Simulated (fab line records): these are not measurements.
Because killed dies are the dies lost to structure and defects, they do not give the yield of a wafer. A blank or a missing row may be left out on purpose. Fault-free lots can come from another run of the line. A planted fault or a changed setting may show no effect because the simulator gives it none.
A struck lot beside a sound one    flow sfq-line    43 out of 325 route steps
Sound: these wafers, L195.2, L195.3, L195.6. Wafers L201.1, L201.2, L201.3 were the ones struck. The cause comes at the end.
Each step with rows lists, per side, the tool, then ch with its chambers, then its first start. Under that, the readings that differ: sound wafers    struck wafers    difference of the means    sigmas: that difference in standard deviations of wafers without a fault.
alike: a reading whose means differ by less than 2 such deviations, as well as words and numbers matching on both sides. not compared: withheld readings; readings where some wafer has no value; bounds like >300 that might hide an equal value; numbers whose values overlap and for which the record gives no deviation.
Wherever a step has rows on one side only, a row that says differs or no value, or a row with sigmas, the two part there. Non-overlapping numbers with no deviation appear without sigmas and do not part them. A reading that every wafer of one side lacks parts them only if that side has two wafers or more.

first, 3 steps without rows for these wafers: SFQ_TRILAYER_M5_LITHO_EXPOSE_124 (exposes mask M5, target cd 700 nm); SFQ_TRILAYER_M5_LITHO_PEB_126 (peb time 60 s); SFQ_TRILAYER_M5_LITHO_DEVELOP_125 (time 60 s).
SFQ_M5_OVL_MEAS_932:
  sound on overlay-01, day 57 19:47; struck on overlay-02, day 59 06:27
  alike: M5_OVL
then, 1 step without rows for these wafers: SFQ_TRILAYER_M5_BARC_OPEN_METAL_ETCH_161 (etches BARC in O2, target depth 125 nm, time 41.7 s).
SFQ_TRILAYER_M5_ETCH_METAL_ETCH_126: etches Nb in Cl2/BCl3, stops on SiO2, time 203.2 s, target depth 265 nm.
  sound on rie-metal-01 ch 0,1, day 57 19:52; struck on rie-metal-03 ch 0,1, day 59 06:33
  alike: drypump-motor-current-A, oes-product-au
  not compared: rf-hours-counter-h
then, 2 steps without rows for these wafers: SFQ_TRILAYER_M5_STRIP_STRIP_127 (strips in O2); SFQ_TRILAYER_M5_STRIP_SOLV_CLEAN_128 (cleans in NMP, time 600 s).
SFQ_TRILAYER_A5B_DEP_PECVD_129: deposits SiO2 from SiH4/N2O, time 133.33 s, target thk 600 nm.
  sound on pecvd-03 ch 1,2, day 57 21:03; struck on pecvd-03 ch 0,1,2, day 59 07:43
  alike: chamber-pressure-Torr, heater-power-w, throttle-valve-pct
then, 2 steps without rows for these wafers: SFQ_TRILAYER_A5B_CMP_CMP_130 (polishes, stops on Nb, target thk 340.7 nm); SFQ_TRILAYER_A5B_METRO_MEASURE_131.
SFQ_TRILAYER_R5_DEP_SPUTTER_132: material Ti, target thk 5 nm, time 5 s.
  sound on pvd-sputter-03, day 58 07:32; struck on pvd-sputter-03, day 59 12:32
  alike: cathode-dc-power-W, throttle-valve-pct
SFQ_TRILAYER_R5_DEP_SPUTTER_133: material MoNx, target thk 40 nm, time 66.7 s.
  sound on pvd-sputter-03, day 58 07:33; struck on pvd-sputter-03, day 59 12:33
reading                                                sound                 struck                difference  sigmas
cathode-dc-power-W (W)                                 999.90 999.95 999.82  1072.5 1072.3 1072.5  +72.5       +99 or more
model.MoNx_of_TRILAYER_R5_DEP_SPUTTER_133.thk-nm (nm)  40.03 40.52 40.63     43.15 42.64 42.91     +2.51       
  alike: throttle-valve-pct
then, 1 step without rows for these wafers: SFQ_TRILAYER_R5_DEP_SPUTTER_134 (material Ti, target thk 5 nm, time 5 s).
SFQ_R5_RS_MEAS_933: uses a four-point probe to measure.
  sound on film-metro-04, day 58 07:38; struck on film-metro-02, day 59 12:38
reading              sound           struck          difference  sigmas
R5_MONX_RS (ohm/sq)  7.05 6.97 6.97  6.54 6.63 6.61  -0.40       -6
SFQ_R5_THK_MEAS_934: measures by xrf.
  sound on film-metro-04, day 58 07:45; struck on film-metro-02, day 59 12:45
reading           sound           struck          difference  sigmas
R5_MONX_THK (nm)  40.0 40.4 40.6  43.6 42.8 43.4  +2.9        +8
then, 6 steps without rows for these wafers: SFQ_TRILAYER_R5_LITHO_COAT_141 (resist thk 62 nm); SFQ_TRILAYER_R5_LITHO_COAT_136 (resist thk 600 nm); SFQ_TRILAYER_R5_LITHO_SOFTBAKE_140; SFQ_TRILAYER_R5_LITHO_EXPOSE_137 (exposes mask R5, target cd 500 nm); SFQ_TRILAYER_R5_LITHO_PEB_139 (peb time 60 s); SFQ_TRILAYER_R5_LITHO_DEVELOP_138 (time 60 s).
-- the record jumps here: 5 days lie between the struck wafers' starts before and after --
SFQ_R5_OVL_MEAS_935:
  sound on overlay-02, day 63 00:32; struck on overlay-02, day 64 03:04
  alike: R5_OVL
then, 1 step without rows for these wafers: SFQ_TRILAYER_R5_BARC_OPEN_METAL_ETCH_177 (etches BARC in O2, target depth 125 nm, time 41.7 s).
SFQ_TRILAYER_R5_ETCH_METAL_ETCH_139: etches the open film in Cl2, stops on SiO2, target depth 60 nm, time 40 s.
  sound on rie-metal-04 ch 0,1, day 63 00:38; struck on rie-metal-03 ch 0, day 64 03:13
reading                      sound        struck       difference  sigmas
drypump-motor-current-A (A)  5.9 5.9 5.7  5.1 5.1 5.1  -0.7        -2
  alike: oes-product-au
  not compared: rf-hours-counter-h
then, 2 steps without rows for these wafers: SFQ_TRILAYER_R5_STRIP_STRIP_140 (strips in O2); SFQ_TRILAYER_R5_STRIP_SOLV_CLEAN_141 (cleans in NMP, time 600 s).
SFQ_TRILAYER_A5C_DEP_PECVD_142: deposits SiO2 from SiH4/N2O, time 15.556 s, target thk 70 nm.
  sound on pecvd-04 ch 0,1,2, day 63 01:28; struck on pecvd-04 ch 0,1,2, day 64 04:43
  alike: chamber-pressure-Torr, heater-power-w, throttle-valve-pct
then, 6 steps without rows for these wafers: SFQ_TRILAYER_I5_LITHO_COAT_149 (resist thk 62 nm); SFQ_TRILAYER_I5_LITHO_COAT_144 (resist thk 650 nm); SFQ_TRILAYER_I5_LITHO_SOFTBAKE_148; SFQ_TRILAYER_I5_LITHO_EXPOSE_145 (exposes mask I5, target cd 700 nm); SFQ_TRILAYER_I5_LITHO_PEB_147 (peb time 60 s); SFQ_TRILAYER_I5_LITHO_DEVELOP_146 (time 60 s).
-- the record jumps here: 4 days lie between the struck wafers' starts before and after --
SFQ_I5_OVL_MEAS_936:
  sound on overlay-01, day 67 03:14; struck on overlay-02, day 68 09:22
reading      sound       struck  difference  sigmas
I5_OVL (nm)  -11 -10 -6  0 11 4  +14         +3
then, 7 steps without rows for these wafers: SFQ_TRILAYER_I5_BARC_OPEN_VIA_ETCH_200 (etches BARC in O2, target depth 125 nm, time 41.7 s); SFQ_TRILAYER_I5_ETCH_VIA_ETCH_147 (etches the open film in CHF3, stops on Nb, target depth 360 nm); SFQ_TRILAYER_I5_STRIP_STRIP_148 (strips in O2); SFQ_TRILAYER_I5_STRIP_SOLV_CLEAN_149 (cleans in NMP, time 600 s); SFQ_TRILAYER_C5_LITHO_COAT_156 (resist thk 62 nm); SFQ_TRILAYER_C5_LITHO_COAT_151 (resist thk 650 nm); SFQ_TRILAYER_C5_LITHO_SOFTBAKE_155.
-- the record jumps here: 19 days lie between the struck wafers' starts before and after --
SFQ_M8_BOW_MEAS_951:
  sound on film-metro-03, day 80 07:17; struck on film-metro-02, day 87 15:05
reading                  sound              struck             difference  sigmas
model.etest.r5.ohm-um    14.14 13.97 13.86  13.11 13.28 13.18  -0.80       
model.etest.r5.ohm-sq    7.049 6.963 6.944  6.54 6.617 6.576   -0.41       
model.etest.c5.link-ohm  8.026 7.917 7.918  7.507 7.576 7.536  -0.414      
  alike: M8_BOW

## WHERE THEY PART
Last at SFQ_I5_OVL_MEAS_936 as far as this record goes, first at SFQ_TRILAYER_R5_DEP_SPUTTER_133. Later steps at which nothing parts them and some readings are alike: SFQ_M8_BOW_MEAS_951.

WHY: whatever the simulator had introduced
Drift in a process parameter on pvd-sputter-03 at SFQ_TRILAYER_R5_DEP_SPUTTER_133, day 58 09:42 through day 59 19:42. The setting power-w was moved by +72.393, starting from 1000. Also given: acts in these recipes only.
